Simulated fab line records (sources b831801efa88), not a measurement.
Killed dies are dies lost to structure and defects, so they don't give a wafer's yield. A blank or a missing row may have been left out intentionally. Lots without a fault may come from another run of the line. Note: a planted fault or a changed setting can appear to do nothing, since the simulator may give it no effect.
Which tool did it?    flow sky130    45 wafers from 15 lots sampled at 4 of the route's 708 steps

WHAT THE GAUGES SHOWED, per wafer
SKY_PWDE_TW_MEAS_10.
lot   measured     on            PWDE_TW
L644  day 4 00:23  filmMetro-01  370 368 371
L645  day 4 06:16  filmMetro-04  373 374 374
L647  day 4 19:18  filmMetro-04  376 374 374
L649  day 5 02:06  filmMetro-04  377 378 376
L651  day 5 12:20  filmMetro-02  369 369 369
L652  day 5 17:33  filmMetro-02  369 371 372
L653  day 5 23:44  filmMetro-01  372 372 371
L654  day 6 06:12  filmMetro-02  368 368 368
L655  day 6 11:10  filmMetro-02  367 370 368
L656  day 6 15:56  filmMetro-04  378 377 377
L657  day 6 22:26  filmMetro-01  372 370 372
L658  day 7 04:09  filmMetro-02  371 372 371
L665  day 8 18:06  filmMetro-01  368 369 370
L666  day 8 23:08  filmMetro-02  371 372 370
L667  day 9 06:17  filmMetro-01  371 370 370

SKY_CONTACT_CD_MEAS_14 targets a cd of 170 nm.
lot   measured      on        cdNm (nm)
L644  day 31 23:04  cdSem-01  168.8 169.0 167.8
L645  day 32 05:14  cdSem-02  171.7 173.1 171.6
L647  day 33 01:58  cdSem-02  167.7 168.3 167.0
L649  day 33 10:18  cdSem-01  169.0 169.8 168.5
L651  day 33 23:16  cdSem-02  171.7 170.5 172.8
L652  day 34 02:25  cdSem-01  169.9 169.0 169.4
L653  day 34 12:23  cdSem-01  170.8 171.8 170.4
L654  day 35 05:19  cdSem-02  170.1 170.3 172.2
L655  day 35 08:17  cdSem-02  170.9 170.4 171.1
L665  day 37 23:22  cdSem-02  169.8 171.2 170.6
L666  day 38 10:55  cdSem-02  171.5 171.6 172.0
L667  day 38 19:19  cdSem-02  169.9 168.3 169.1

WHAT TOOL EACH LOT RAN ON (gives the tool, then ch and the chambers of the sampled wafers, and finally the start)
lot   SKY_SONOS_TUNNEL_DEVELOP_06       SKY_LI_CONTACT_STRIP_16
L644  lithoTrack-02 ch 0, day 11 18:33  plasmaAsher-04 ch 0,1, day 29 12:08
L645  lithoTrack-03 ch 0, day 12 00:55  plasmaAsher-02 ch 0,1, day 29 19:59
L647  lithoTrack-03 ch 0, day 12 19:54  plasmaAsher-02 ch 0,1, day 30 18:11
L649  lithoTrack-02 ch 0, day 13 06:42  plasmaAsher-03 ch 0,1, day 31 02:17
L651  lithoTrack-03 ch 0, day 13 20:55  plasmaAsher-03 ch 1, day 31 16:53
L652  lithoTrack-03 ch 0, day 14 00:25  plasmaAsher-03 ch 0,1, day 31 20:14
L653  lithoTrack-03 ch 0, day 14 11:24  plasmaAsher-02 ch 0,1, day 32 05:20
L654  lithoTrack-03 ch 0, day 14 20:34  plasmaAsher-03 ch 0,1, day 32 20:02
L655  lithoTrack-04 ch 0, day 15 03:11  plasmaAsher-02 ch 0,1, day 33 00:53
L656  lithoTrack-04, day 15 12:52       -
L657  lithoTrack-02, day 15 18:30       -
L658  lithoTrack-03, day 16 02:58       -
L665  lithoTrack-04 ch 0, day 18 04:01  plasmaAsher-03 ch 0,1, day 35 17:47
L666  lithoTrack-02 ch 0, day 18 18:35  plasmaAsher-04 ch 0, day 36 04:53
L667  lithoTrack-04 ch 0, day 19 01:10  plasmaAsher-04 ch 0,1, day 36 13:29
- SKY_SONOS_TUNNEL_DEVELOP_06: develop time 60 s.
- SKY_LI_CONTACT_STRIP_16: strips in O2/N2.

WHAT THE TOOLS THEMSELVES READ (means of the sampled wafers that have a number; where no wafer has one, the mark that the record gives instead)
SKY_SONOS_TUNNEL_DEVELOP_06.
lot   tool           chillPlateTempC (C)
L644  lithoTrack-02  22.99
L645  lithoTrack-03  22.94
L647  lithoTrack-03  22.80
L649  lithoTrack-02  22.88
L651  lithoTrack-03  22.92
L652  lithoTrack-03  23.06
L653  lithoTrack-03  22.91
L654  lithoTrack-03  23.13
L655  lithoTrack-04  23.12
L656  lithoTrack-04  -
L657  lithoTrack-02  -
L658  lithoTrack-03  -
L665  lithoTrack-04  22.92
L666  lithoTrack-02  22.99
L667  lithoTrack-04  23.02

SKY_LI_CONTACT_STRIP_16.
lot   tool            drypumpMotorCurrentA (A)  oesProductAu (a.u.)  stripTimeToEndpointS (s)
L644  plasmaAsher-04  5.76                      0.373                3.47
L645  plasmaAsher-02  6.00                      0.373                3.48
L647  plasmaAsher-02  5.99                      0.379                3.53
L649  plasmaAsher-03  5.69                      0.375                3.49
L651  plasmaAsher-03  5.70                      0.372                3.45
L652  plasmaAsher-03  5.76                      0.374                3.55
L653  plasmaAsher-02  5.99                      0.377                3.53
L654  plasmaAsher-03  5.80                      0.381                3.55
L655  plasmaAsher-02  5.98                      0.375                3.48
L665  plasmaAsher-03  5.77                      0.376                3.45
L666  plasmaAsher-04  5.98                      0.375                3.49
L667  plasmaAsher-04  5.75                      0.377                3.49

THE ANSWER, worked out from the rows above alone
Rule: the usual values come from the lots themselves. The widest of any qualifying gaps counts: lots, ordered by their means at a reading, are off when they make up no more than a third of the lots, leave a main group of 4 or more, and stand apart from it by 3 or more times the standard deviation of that group's means. A main group is skipped when, at the precision printed for the reading in the tables above, its means are all equal. Also off: a lot with no number at a reading for which 4 or more lots have one. Any other lot the step has rows for is counted as sound. After the gauges, taken in route order, come the tools' own readings; for these a lot's mean is taken, as printed above. The first step at which some lot is off is used, and at that step the reading that is off furthest; a lot without a number counts as furthest.
Off: L656, L657, L658 (SKY_SONOS_TUNNEL_DEVELOP_06, chillPlateTempC). Without a number there: L656, L657, L658. For the main group the mean is 22.97 C and the standard deviation 0.094.
A tool fits if, at that step or a process step before it, it ran every lot that is off, and no sound lot after the first of them. Not one of the candidates tried fits.

WHAT THE SIMULATOR HAD PUT IN
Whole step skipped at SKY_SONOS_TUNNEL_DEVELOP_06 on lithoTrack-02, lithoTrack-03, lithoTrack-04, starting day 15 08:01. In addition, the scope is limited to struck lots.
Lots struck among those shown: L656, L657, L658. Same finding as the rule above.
